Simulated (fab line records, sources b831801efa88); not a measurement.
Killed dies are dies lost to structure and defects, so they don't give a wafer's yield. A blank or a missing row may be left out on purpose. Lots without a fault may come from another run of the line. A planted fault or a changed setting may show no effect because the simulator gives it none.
fab line records | flow sky130 | part 2 of 2: steps 27 to 36 of 36
record lots=5 wafers=15 last_day=50
route steps=708 shown VIA3@581 METAL4@598 CAP2M@603
lots that met no fault: from a run of the same line without faults
start_h: hours from the record's first day to the start of the lot's first wafer shown | wait_h: hours since the lot's step before | " the same as in the row above | L1.1+2: a row that stands for several wafers | - no value, or no start given | * or withheld: withheld | < > ~ a bound
route shown NAME@n: a module of which the file shows steps, and the number in the route of the first | usual: mean/standard deviation of fault-free wafers | same: alike in all rows | chamber/n: place in a boat | sites: the reading at each site | _std_site: their standard deviation | _edge_site: outer sites' mean less inner sites' | radius_mm: how far each site lies from the wafer's centre | mask NAME#n: copy n | behind: the tool/chamber that last shaped the wafer | hold: why the lot was held/for how many hours/how that ended | device: the transistor (n, p or np) that didn't switch | end of line: the same wafers' tests at the end of the route | a step without rows: its recipe alone | killed: dies lost to structure and defects at the first sort, not the wafer's yield | map: a wafer's dies, x killed, . not, _ none there
set.NAME: the setting as run; set.NAME@STEP: as run at that earlier step | model.NAME: the simulator's own value behind a step, which no gauge read
lots at some steps of the route; a table a step, a row a wafer
services: from which hour (start_h, from the record's first day; less than 0 if before it) a tool's chamber was out of use, for how many hours, and why
## steps
# step SKY_CAP2M_THK_MEAS_04
# recipe thk_meas_gauge=xrf reads=TiN_of_CAP2M_SPUTTER_02
# usual CAP2M_TIN_THK=203.2/2.3
# columns lot.wafer tool chamber start_h wait_h CAP2M_TIN_THK[nm]
L074.1 film_metro-04 - 942.61 0.1 200.5
L074.2 " - " " 198.7
L074.5 " - " " 199.7
L076.2 film_metro-02 - 946.72 0.1 203.5
L076.3 " - " " 203.7
L076.5 " - " " 199.2
L084.3 film_metro-02 - 1002.94 0.1 201.7
L084.4 " - " " 204.2
L084.5 " - " " 201.0
L089.1 film_metro-03 - 1031.85 0.1 204.6
L089.4 " - " " 207.7
L089.5 " - " " 206.1
L095.1 film_metro-04 - 1068.94 0.1 206.1
L095.4 " - " " 206.4
L095.6 " - " " 203.0
# step SKY_CAP2M_DEHYDRATE_05
# recipe temp_c=200 time_s=60
# usual heater_power_total_W=160.39/0.12 plate_temp_C=199.97/0.15
# columns lot.wafer tool chamber start_h wait_h heater_power_total_W plate_temp_C
L074.1 litho_track-04 0 953.02 10.4 160.13 200.14
L074.2 " 0 " " 160.42 199.98
L074.5 " 0 " " 160.45 200.09
L076.2 litho_track-04 0 958.59 11.9 160.22 199.61
L076.3 " 0 " " 160.32 199.71
L076.5 " 0 " " 160.31 199.79
L084.3 litho_track-03 0 1013.50 10.5 160.29 199.83
L084.4 " 0 " " 160.40 199.98
L084.5 " 0 " " 160.54 199.88
L089.1 litho_track-03 0 1042.65 10.8 160.30 199.84
L089.4 " 0 " " 160.33 199.96
L089.5 " 0 " " 160.35 199.93
L095.1 litho_track-01 0 1079.44 10.5 160.24 200.09
L095.4 " 0 " " 160.47 199.99
L095.6 " 0 " " 160.52 200.05
# step SKY_CAP2M_HMDS_06
# recipe prime_time_s=60 prime_temp_c=120
# columns lot.wafer tool chamber start_h wait_h
L074.1+2+5 litho_track-04 0 953.17 0.1
L076.2+3+5 litho_track-04 0 958.74 0.1
L084.3+4+5 litho_track-03 0 1013.65 0.1
L089.1+4+5 litho_track-03 0 1042.80 0.1
L095.1+4+6 litho_track-01 0 1079.59 0.1
# step SKY_CAP2M_COAT_07
# recipe resist=NOVOLAK spin_rpm=3000 resist_thk_nm=1140
# usual spin_speed_rpm=2999.7/2.2
# columns lot.wafer tool chamber start_h wait_h spin_speed_rpm
L074.1 litho_track-04 0 953.32 0.1 3000.1
L074.2 " 0 " " 2997.5
L074.5 " 0 " " 3000.2
L076.2 litho_track-04 0 958.89 0.1 2998.7
L076.3 " 0 " " 2994.9
L076.5 " 0 " " 2999.2
L084.3 litho_track-03 0 1013.80 0.1 3000.5
L084.4 " 0 " " 2997.9
L084.5 " 0 " " 3001.1
L089.1 litho_track-03 0 1042.95 0.1 2998.6
L089.4 " 0 " " 2999.9
L089.5 " 0 " " 2998.3
L095.1 litho_track-01 0 1079.74 0.1 3000.9
L095.4 " 0 " " 3001.1
L095.6 " 0 " " 3003.1
# step SKY_CAP2M_SOFTBAKE_08
# recipe temp_c=90 time_s=60 resist=NOVOLAK
# usual heater_power_total_W=56.59/0.043 plate_temp_C=90.03/0.12
# columns lot.wafer tool chamber start_h wait_h heater_power_total_W plate_temp_C
L074.1 litho_track-04 0 953.47 0.1 56.67 90.12
L074.2 " 0 " " 56.58 90.06
L074.5 " 0 " " 56.64 90.27
L076.2 litho_track-04 0 959.04 0.1 56.56 90.16
L076.3 " 0 " " 56.61 90.08
L076.5 " 0 " " 56.54 90.01
L084.3 litho_track-03 0 1013.95 0.1 56.60 90.08
L084.4 " 0 " " 56.61 90.09
L084.5 " 0 " " 56.67 90.20
L089.1 litho_track-03 0 1043.10 0.1 56.60 90.01
L089.4 " 0 " " 56.55 89.96
L089.5 " 0 " " 56.55 89.93
L095.1 litho_track-01 0 1079.89 0.1 56.60 89.94
L095.4 " 0 " " 56.64 89.85
L095.6 " 0 " " 56.63 89.76
# step SKY_CAP2M_EXPOSE_09
# recipe mask_id=CAP2M na=0.6 source_shape=conventional sigma_outer=0.6 polarization=unpolarized target_cd_nm=1000 dose_mj=159
# same sigma_outer=0.6
# columns lot.wafer tool chamber start_h wait_h mask
L074.1+2+5 iline_stepper-01 0 - - CAP2M#0
L076.2+3+5 iline_stepper-01 0 - - CAP2M#0
L084.3+4+5 iline_stepper-02 0 - - CAP2M#0
L089.1+4+5 iline_stepper-02 0 - - CAP2M#0
L095.1+4+6 iline_stepper-02 0 - - CAP2M#0
# step SKY_CAP2M_PEB_10
# recipe temp_c=withheld time_s=* resist=NOVOLAK
# columns lot.wafer tool chamber start_h wait_h
L074.1+2+5 litho_track-01 0 - -
L076.2+3+5 litho_track-03 0 - -
L084.3+4+5 litho_track-03 0 - -
L089.1+4+5 litho_track-03 0 - -
L095.1+4+6 litho_track-04 0 - -
# step SKY_CAP2M_DEVELOP_11
# recipe resist=NOVOLAK developer=TMAH develop_time_s=60 dev_temp_c=23
# usual developer_temp_C=23.00/0.099
# columns lot.wafer tool chamber start_h wait_h developer_temp_C
L074.1 litho_track-01 0 965.59 0.1 22.97
L074.2 " 0 " " 23.06
L074.5 " 0 " " 23.01
L076.2 litho_track-03 0 969.83 0.1 22.94
L076.3 " 0 " " 22.93
L076.5 " 0 " " 23.02
L084.3 litho_track-03 0 1024.65 0.1 22.91
L084.4 " 0 " " 22.94
L084.5 " 0 " " 23.01
L089.1 litho_track-03 0 1054.00 0.1 23.15
L089.4 " 0 " " 23.17
L089.5 " 0 " " 23.15
L095.1 litho_track-04 0 1091.57 0.1 23.00
L095.4 " 0 " " 23.00
L095.6 " 0 " " 22.94
# step SKY_CAP2M_OVL_MEAS_12
# usual CAP2M_OVL=0.7/1.4
# columns lot.wafer tool chamber start_h wait_h CAP2M_OVL[nm]
L074.1 overlay-02 - 965.74 0.1 1.4
L074.2 " - " " 0.6
L074.5 " - " " 2.2
L076.2 overlay-02 - 969.96 0.1 -1.5
L076.3 " - " " -2.7
L076.5 " - " " -0.3
L084.3 overlay-02 - 1024.76 0.1 0.1
L084.4 " - " " 1.4
L084.5 " - " " 2.1
L089.1 overlay-02 - 1054.15 0.1 3.6
L089.4 " - " " 0.5
L089.5 " - " " 1.0
L095.1 overlay-01 - 1091.72 0.1 0.2
L095.4 " - " " 1.5
L095.6 " - " " 1.4
# step SKY_CAP2M_METAL_ETCH_13
# recipe target_depth_nm=220 stop_on=SiO2 chemistry=Cl2/BCl3 target=TiN pressure_mtorr=10 icp_w=900 bias_w=48.5 Cl2_flow_sccm=60 bcl3_flow_sccm=30 time_s=62.9
# usual drypump_motor_current_A=5.9/0.39 oes_product_au=0.943/0.0077 throttle_valve_pct=21.902/0.0088
# columns lot.wafer tool chamber start_h wait_h drypump_motor_current_A oes_product_au rf_hours_counter_h throttle_valve_pct
L074.1 rie_metal-02 0 965.78 0.0 6.2 0.935 5 21.905
L074.2 " 1 " " 5.5 0.942 19 21.901
L074.5 " 1 " " 5.6 0.938 - 21.894
L076.2 rie_metal-04 0 969.99 0.0 6.4 0.942 7 21.899
L076.3 " 0 " " 6.4 0.938 - 21.905
L076.5 " 0 " " 6.4 0.934 - 21.912
L084.3 rie_metal-02 1 1024.81 0.0 5.6 0.937 - 21.909
L084.4 " 0 " " 6.2 0.940 - 21.887
L084.5 " 0 " " 6.3 0.937 - 21.909
L089.1 rie_metal-02 1 1054.19 0.0 5.5 0.950 4 21.914
L089.4 " 1 " " 5.5 0.949 - 21.880
L089.5 " 1 " " 5.5 0.950 - 21.903
L095.1 rie_metal-01 0 1091.75 0.0 5.7 0.952 20 21.913
L095.4 " 0 " " 5.7 0.956 - 21.882
L095.6 " 1 " " 6.2 0.941 - 21.898
## services
# columns tool chamber start_h hours kind
rie_diel-03 1 909.01 7.3 repair
cmp-01 - 913.95 4.0 pm
krf_scanner-02 - 915.92 0.8 pm
pecvd-01 - 917.55 2.5 repair
rie_diel-03 0 919.46 7.2 repair
cvd_w-02 - 923.96 0.9 repair
pecvd-01 1 926.68 7.2 repair
iline_stepper-02 - 938.70 1.7 pm
krf_scanner-02 - 943.51 1.0 pm
rie_diel-03 2 947.79 2.4 repair
wet_bench-04 - 955.08 1.3 repair
krf_scanner-02 - 974.39 3.6 pm
iline_stepper-02 - 976.21 14.2 repair
krf_scanner-02 - 978.04 0.5 repair
plasma_asher-03 - 988.74 5.0 repair
rie_diel-03 1 996.79 3.9 repair
pvd_sputter-03 - 1003.82 0.9 repair
pecvd-01 0 1028.08 11.4 repair
cvd_w-02 1 1040.35 4.8 repair
cmp-01 - 1045.41 1.4 repair
rie_metal-02 0 1049.72 31.4 repair
cmp-01 - 1053.96 3.3 repair
cmp-01 - 1065.86 2.4 repair
pvd_sputter-01 - 1081.02 11.1 repair
